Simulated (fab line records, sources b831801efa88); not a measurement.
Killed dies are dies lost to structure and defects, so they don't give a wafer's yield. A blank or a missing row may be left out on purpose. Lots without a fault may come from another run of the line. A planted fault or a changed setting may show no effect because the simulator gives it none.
Which tool did it? | flow gf180mcu | 13 lots, 39 wafers sampled, at 4 steps of a route of 602

WHAT THE GAUGES READ, wafer by wafer
GF_MVPSD_OVL_MEAS_07.
lot  | measured     | on         | MVPSD_OVL (nm)
L426 | day 5 08:47  | overlay-01 | 0.6 3.7 2.7
L428 | day 5 19:23  | overlay-02 | 2.0 0.8 1.4
L429 | day 6 01:56  | overlay-02 | 1.0 1.2 1.5
L434 | day 7 06:41  | overlay-02 | -0.5 0.4 -0.5
L435 | day 7 15:03  | overlay-02 | -0.3 0.1 1.3
L437 | day 8 01:35  | overlay-01 | -0.9 -1.5 -3.2
L439 | day 8 11:58  | overlay-01 | 0.9 0.4 1.1
L440 | day 8 16:59  | overlay-01 | 2.0 0.7 1.5
L441 | day 8 21:25  | overlay-01 | 1.6 1.3 0.2
L442 | day 9 03:58  | overlay-02 | 1.0 2.3 -0.3
L443 | day 9 12:23  | overlay-02 | 0.7 0.9 0.2
L447 | day 10 19:59 | overlay-02 | 0.2 -1.4 1.7
L448 | day 11 02:17 | overlay-01 | -0.8 1.0 0.8

GF_M2_THK_MEAS_06: measures by xrf.
lot  | measured     | on            | M2_ALCU_THK (nm)
L426 | day 18 17:40 | film_metro-03 | 443 448 434
L429 | day 19 20:05 | film_metro-04 | 444 448 444
L434 | day 21 13:14 | film_metro-01 | 440 439 443
L435 | day 22 06:26 | film_metro-01 | 441 441 442
L437 | day 22 21:27 | film_metro-01 | 447 439 444
L439 | day 23 14:05 | film_metro-01 | 440 443 447
L440 | day 23 20:50 | film_metro-01 | 449 447 442
L441 | day 24 01:29 | film_metro-03 | 455 456 456
L442 | day 24 10:53 | film_metro-01 | 431 441 438
L443 | day 24 19:30 | film_metro-04 | 452 455 456
L447 | day 26 08:01 | film_metro-01 | 453 457 451
L448 | day 26 15:16 | film_metro-03 | 452 446 456

WHICH TOOL RAN EACH LOT (tool, then ch and the chambers of the sampled wafers, then the start)
lot  | GF_HV_LDD_STRIP_49                   | GF_V1_ETCH_16
L426 | plasma_asher-03 ch 0,1, day 12 20:59 | rie_diel-04 ch 0,1,2, day 18 15:58
L428 | plasma_asher-03 ch 0,1, day 13 07:46 | -
L429 | plasma_asher-01 ch 0,1, day 13 18:20 | rie_diel-03 ch 0,2,3, day 19 18:23
L434 | plasma_asher-04 ch 0,1, day 15 07:25 | rie_diel-03 ch 0,1,3, day 21 11:30
L435 | plasma_asher-03 ch 0,1, day 15 23:00 | rie_diel-03 ch 0,1,2, day 22 04:43
L437 | plasma_asher-03 ch 0,1, day 16 11:26 | rie_diel-04 ch 0,1,3, day 22 19:43
L439 | plasma_asher-03 ch 0,1, day 17 04:16 | rie_diel-04 ch 0,1,3, day 23 12:14
L440 | plasma_asher-03 ch 0,1, day 17 10:11 | rie_diel-03 ch 0,1,3, day 23 19:08
L441 | plasma_asher-01 ch 0,1, day 17 13:44 | rie_diel-04 ch 1,2,3, day 23 23:47
L442 | plasma_asher-01 ch 0,1, day 18 03:20 | rie_diel-04 ch 0,1,3, day 24 09:11
L443 | plasma_asher-01 ch 0,1, day 18 10:28 | rie_diel-03 ch 0,2,3, day 24 17:40
L447 | plasma_asher-01 ch 0,1, day 20 04:53 | rie_diel-03 ch 2,3, day 26 06:19
L448 | plasma_asher-01 ch 0,1, day 20 14:10 | rie_diel-02 ch 0,1,3, day 26 13:32
- GF_HV_LDD_STRIP_49: strips in O2/N2.
- GF_V1_ETCH_16: etches BARC in N2/H2.

WHAT THE TOOLS THEMSELVES READ (means of the sampled wafers that have a number; where no wafer has one, the mark that the record gives instead)
GF_HV_LDD_STRIP_49.
lot  | tool            | drypump_motor_current_A (A) | heater_power_w (W) | oes_product_au (a.u.) | strip_time_to_endpoint_s (s)
L426 | plasma_asher-03 | 5.89                        | 311                | 0.715                 | 12.66
L428 | plasma_asher-03 | 5.87                        | 310                | 0.948                 | -
L429 | plasma_asher-01 | 5.85                        | 330                | 0.717                 | 12.68
L434 | plasma_asher-04 | 5.66                        | 332                | 0.713                 | 12.67
L435 | plasma_asher-03 | 5.99                        | 287                | 0.715                 | 12.63
L437 | plasma_asher-03 | 5.88                        | 309                | 0.719                 | 12.63
L439 | plasma_asher-03 | 5.86                        | 311                | 0.716                 | 12.68
L440 | plasma_asher-03 | 5.88                        | 311                | 0.717                 | 12.63
L441 | plasma_asher-01 | 5.84                        | 339                | 0.710                 | 12.62
L442 | plasma_asher-01 | 5.84                        | 335                | 0.719                 | 12.62
L443 | plasma_asher-01 | 5.82                        | 334                | 0.718                 | 12.67
L447 | plasma_asher-01 | 5.84                        | 329                | 0.716                 | 12.62
L448 | plasma_asher-01 | 5.81                        | 336                | 0.710                 | 12.61

GF_V1_ETCH_16.
lot  | tool        | drypump_motor_current_A (A) | oes_product_au (a.u.) | throttle_valve_pct (%)
L426 | rie_diel-04 | 5.9                         | 0.854                 | 13.222
L429 | rie_diel-03 | 5.4                         | 0.851                 | 13.219
L434 | rie_diel-03 | 5.6                         | 0.857                 | 13.228
L435 | rie_diel-03 | 5.9                         | 0.851                 | 13.227
L437 | rie_diel-04 | 5.9                         | 0.858                 | 13.223
L439 | rie_diel-04 | 5.9                         | 0.854                 | 13.225
L440 | rie_diel-03 | 5.5                         | 0.857                 | 13.217
L441 | rie_diel-04 | 5.7                         | 0.855                 | 13.211
L442 | rie_diel-04 | 5.9                         | 0.855                 | 13.224
L443 | rie_diel-03 | 5.4                         | 0.858                 | 13.229
L447 | rie_diel-03 | 5.4                         | 0.856                 | 13.229
L448 | rie_diel-02 | 6.0                         | 0.847                 | 13.223

THE ANSWER, worked out from the rows above alone
Rule: what is usual is taken from the lots themselves. Put in order of their means at a reading, lots are off if they are a third of the lots or fewer, leave a main group of 4 or more, and stand apart from it by a gap of 3 or more times the standard deviation of the main group's means; of several such gaps the widest counts. A main group whose means are all the same, to the digits that the tables above print for the reading, isn't used. A lot without any number at a reading at which 4 lots or more have one is off too. The other lots that the step has rows for count as sound. The gauges are gone through in route order, then the tools' own readings, and for those a lot's mean is taken as printed above. The first step at which some lot is off is used, and at that step the reading that is off furthest; a lot without a number counts as furthest.
Off: L428, at GF_HV_LDD_STRIP_49 (strip_time_to_endpoint_s). Without a number there: L428. The main group: mean 12.64 s, standard deviation 0.025.
A tool fits if, at that step or a process step before it, it ran every lot that is off, and no sound lot after the first of them. None of those tried fits.

WHAT THE SIMULATOR HAD PUT IN
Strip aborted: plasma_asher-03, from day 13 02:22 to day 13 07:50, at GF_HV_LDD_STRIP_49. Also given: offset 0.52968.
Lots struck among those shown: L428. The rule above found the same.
